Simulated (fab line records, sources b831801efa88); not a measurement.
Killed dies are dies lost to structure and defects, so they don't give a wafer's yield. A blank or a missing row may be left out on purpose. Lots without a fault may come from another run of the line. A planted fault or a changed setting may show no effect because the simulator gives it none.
Which tool did it? | flow gf180mcu | 15 lots, 45 wafers sampled, at 5 steps of a route of 602

WHAT THE GAUGES READ, wafer by wafer
GF_V2_RS_MEAS_24: measures by four-point-probe. Usual: V2_W_RS 0.325 ohm/sq, standard deviation 0.0053.
lot  | measured     | on            | V2_W_RS (ohm/sq)     | flag
L313 | day 20 08:43 | film_metro-04 | 0.318 0.318 0.333    |
L314 | day 20 14:29 | film_metro-04 | 0.323 0.323 0.323    |
L315 | day 20 22:22 | film_metro-01 | 0.319 0.323 0.325    |
L316 | day 21 13:11 | film_metro-03 | 0.314 0.325 0.324    |
L322 | day 23 15:08 | film_metro-03 | 44.210 44.327 44.474 | OFF
L323 | day 24 00:59 | film_metro-03 | 42.854 43.191 42.861 | OFF
L324 | day 24 06:07 | film_metro-04 | 43.647 44.349 44.586 | OFF
L328 | day 25 16:46 | film_metro-03 | 0.318 0.330 0.323    |
L329 | day 25 22:23 | film_metro-04 | 0.325 0.325 0.326    |
L330 | day 26 06:35 | film_metro-03 | 0.316 0.326 0.318    |
L331 | day 26 12:49 | film_metro-03 | 0.331 0.325 0.329    |
L332 | day 26 19:30 | film_metro-01 | 0.324 0.324 0.331    |
L333 | day 27 10:06 | film_metro-03 | 0.330 0.322 0.326    |
L335 | day 28 00:56 | film_metro-03 | 0.326 0.327 0.328    |
L336 | day 28 01:44 | film_metro-04 | 0.326 0.324 0.329    |

GF_V2_THK_MEAS_25: measures by xrf. Usual: V2_W_THK 359 nm, standard deviation 6.6.
lot  | measured     | on            | V2_W_THK (nm) | flag
L313 | day 20 08:50 | film_metro-04 | 364 362 346   |
L314 | day 20 14:36 | film_metro-04 | 358 359 359   |
L315 | day 20 22:29 | film_metro-01 | 359 354 354   |
L316 | day 21 13:18 | film_metro-03 | 375 361 363   |
L322 | day 23 15:15 | film_metro-03 | <0 <0 <0      | OFF
L323 | day 24 01:05 | film_metro-03 | <0 <0 <0      | OFF
L324 | day 24 06:13 | film_metro-04 | - - <0        | OFF
L328 | day 25 16:53 | film_metro-03 | 370 357 365   |
L329 | day 25 22:29 | film_metro-04 | 355 355 355   |
L330 | day 26 06:43 | film_metro-03 | 377 361 372   |
L331 | day 26 12:56 | film_metro-03 | 358 365 359   |
L332 | day 26 19:37 | film_metro-01 | 364 362 353   |
L333 | day 27 10:13 | film_metro-03 | 354 365 361   |
L335 | day 28 01:03 | film_metro-03 | 363 359 358   |
L336 | day 28 01:52 | film_metro-04 | 359 358 352   |

WHICH TOOL RAN EACH LOT (tool, then ch and the chambers of the sampled wafers, then the start)
lot  | GF_M2_METAL_ETCH_16               | GF_V2_CMP_04                  | GF_V2_CVD_23
L313 | rie_metal-02 ch 1, day 19 05:41   | cmp-01 ch 0,2,3, day 19 06:46 | cvd_w-01 ch 0,1, day 20 08:37
L314 | rie_metal-03 ch 0,1, day 19 11:59 | cmp-01 ch 1,3, day 19 12:55   | cvd_w-02 ch 1, day 20 14:15
L315 | rie_metal-02 ch 0,1, day 19 19:47 | cmp-02 ch 0,1,3, day 19 20:42 | cvd_w-02 ch 1, day 20 22:09
L316 | rie_metal-04 ch 0,1, day 20 11:02 | cmp-02 ch 1,2,3, day 20 12:02 | cvd_w-01 ch 0,1, day 21 13:04
L322 | rie_metal-04 ch 0,1, day 22 14:26 | cmp-01 ch 0,2, day 22 15:25   | cvd_w-02 ch 1, day 23 14:56
L323 | rie_metal-02 ch 0,1, day 23 00:02 | cmp-01 ch 0,2,3, day 23 01:04 | cvd_w-02 ch 1, day 24 00:46
L324 | rie_metal-03 ch 0,1, day 23 05:50 | cmp-02 ch 1,2,3, day 23 06:44 | cvd_w-02 ch 1, day 24 05:54
L328 | rie_metal-04 ch 0,1, day 24 16:11 | cmp-01 ch 1,2,3, day 24 17:05 | cvd_w-01 ch 0,1, day 25 16:38
L329 | rie_metal-03 ch 0,1, day 24 22:35 | cmp-01 ch 1,2,3, day 24 23:33 | cvd_w-01 ch 0, day 25 22:12
L330 | rie_metal-02 ch 0,1, day 25 07:20 | cmp-01 ch 0,1,2, day 25 08:15 | cvd_w-01 ch 0,1, day 26 06:28
L331 | rie_metal-04 ch 0,1, day 25 14:02 | cmp-02 ch 0,1,2, day 25 14:59 | cvd_w-02 ch 0,1, day 26 12:42
L332 | rie_metal-03 ch 0, day 25 20:53   | cmp-01 ch 0,2,3, day 25 21:54 | cvd_w-02 ch 0,1, day 26 19:23
L333 | rie_metal-03 ch 0,1, day 26 11:14 | cmp-01 ch 0,1,2, day 26 12:16 | cvd_w-02 ch 0,1, day 27 09:59
L335 | rie_metal-02 ch 0,1, day 27 02:23 | cmp-01 ch 0,1,2, day 27 03:23 | cvd_w-02 ch 0, day 28 00:49
L336 | rie_metal-03 ch 0,1, day 27 03:23 | cmp-01 ch 0,3, day 27 04:17   | cvd_w-02 ch 0,1, day 28 01:37
- GF_M2_METAL_ETCH_16: etches the open film in Cl2/BCl3, stops on SiO2, target depth 627.5 nm, time 104.6 s.
- GF_V2_CMP_04: polishes SiO2.
- GF_V2_CVD_23: deposits W, target thk 350 nm, time 104.94 s.

WHAT THE TOOLS THEMSELVES READ (means of the sampled wafers that have a number; where no wafer has one, the mark that the record gives instead)
GF_M2_METAL_ETCH_16. Usual: drypump_motor_current_A 5.85 A, standard deviation 0.23; oes_product_au 0.973 a.u., standard deviation 0.0071; throttle_valve_pct 28.250 %, standard deviation 0.011.
lot  | tool         | drypump_motor_current_A (A) | oes_product_au (a.u.) | throttle_valve_pct (%) | flag
L313 | rie_metal-02 | 6.23                        | 0.972                 | 28.248                 |
L314 | rie_metal-03 | 5.69                        | 0.969                 | 28.253                 |
L315 | rie_metal-02 | 6.18                        | 0.964                 | 28.264                 |
L316 | rie_metal-04 | 5.73                        | 0.967                 | 28.248                 |
L322 | rie_metal-04 | 5.74                        | 0.968                 | 28.260                 |
L323 | rie_metal-02 | 6.20                        | 0.971                 | 28.259                 |
L324 | rie_metal-03 | 5.70                        | 0.984                 | 28.252                 |
L328 | rie_metal-04 | 5.74                        | 0.977                 | 28.244                 |
L329 | rie_metal-03 | 5.68                        | 0.973                 | 28.256                 |
L330 | rie_metal-02 | 6.11                        | 0.980                 | 28.248                 |
L331 | rie_metal-04 | 5.73                        | 0.977                 | 28.240                 |
L332 | rie_metal-03 | 5.64                        | 0.976                 | 28.248                 |
L333 | rie_metal-03 | 5.72                        | 0.968                 | 28.254                 |
L335 | rie_metal-02 | 6.16                        | 0.967                 | 28.249                 |
L336 | rie_metal-03 | 5.69                        | 0.971                 | 28.260                 |

GF_V2_CMP_04. Usual: motor_current_A 12.2 A, standard deviation 1.2; time_to_endpoint_s 79 s, standard deviation 6.3.
lot  | tool   | motor_current_A (A) | time_to_endpoint_s (s) | flag
L313 | cmp-01 | 12.4                | 76                     |
L314 | cmp-01 | 13.0                | 73                     |
L315 | cmp-02 | 11.9                | 84                     |
L316 | cmp-02 | 10.8                | 73                     |
L322 | cmp-01 | 12.4                | 75                     |
L323 | cmp-01 | 12.5                | 71                     |
L324 | cmp-02 | 11.1                | 77                     |
L328 | cmp-01 | 12.7                | 76                     |
L329 | cmp-01 | 12.4                | 78                     |
L330 | cmp-01 | 11.9                | 83                     |
L331 | cmp-02 | 11.4                | 78                     |
L332 | cmp-01 | 12.3                | 76                     |
L333 | cmp-01 | 12.2                | 74                     |
L335 | cmp-01 | 11.7                | 81                     |
L336 | cmp-01 | 13.0                | 85                     |

GF_V2_CVD_23. Usual: chamber_pressure_Torr 39.99 Torr, standard deviation 0.087; heater_power_outer_w 488 W, standard deviation 25; heater_power_w 769 W, standard deviation 100.
lot  | tool     | chamber_pressure_Torr (Torr) | heater_power_outer_w (W) | heater_power_w (W) | flag
L313 | cvd_w-01 | 39.98                        | 506                      | 834                |
L314 | cvd_w-02 | 39.99                        | 453                      | 646                |
L315 | cvd_w-02 | 39.88                        | 461                      | 643                |
L316 | cvd_w-01 | 40.00                        | 519                      | 868                |
L322 | cvd_w-02 | -                            | -                        | -                  | OFF
L323 | cvd_w-02 | -                            | -                        | -                  | OFF
L324 | cvd_w-02 | -                            | -                        | -                  | OFF
L328 | cvd_w-01 | 40.02                        | 509                      | 831                |
L329 | cvd_w-01 | 39.97                        | 526                      | 906                |
L330 | cvd_w-01 | 40.06                        | 500                      | 832                |
L331 | cvd_w-02 | 39.99                        | 472                      | 714                |
L332 | cvd_w-02 | 40.02                        | 468                      | 710                |
L333 | cvd_w-02 | 39.89                        | 471                      | 759                |
L335 | cvd_w-02 | 40.02                        | 479                      | 801                |
L336 | cvd_w-02 | 40.14                        | 478                      | 771                |

THE ANSWER, worked out from the rows above alone
Rule: a lot is off if the mean of its wafers that have a number lies more than 3 standard deviations from the usual mean. A lot without any number at a reading at which 4 lots or more have one is off too. The other lots that the step has rows for count as sound. The gauges are gone through in route order, then the tools' own readings, and for those a lot's mean is taken as printed above. The first step at which some lot is off is used, and at that step the reading that is off furthest; a lot without a number counts as furthest.
Off: L322, L323, L324, at GF_V2_RS_MEAS_24 (V2_W_RS).
A tool fits if, at a process step before that reading, it ran every lot that is off, and no sound lot after the first of them. The gauges at GF_V2_RS_MEAS_24 aren't tried: what is off there is off at GF_V2_CVD_23 too, on other tools, and a gauge's error can't cause that. None of those tried fits.

WHAT THE SIMULATOR HAD PUT IN
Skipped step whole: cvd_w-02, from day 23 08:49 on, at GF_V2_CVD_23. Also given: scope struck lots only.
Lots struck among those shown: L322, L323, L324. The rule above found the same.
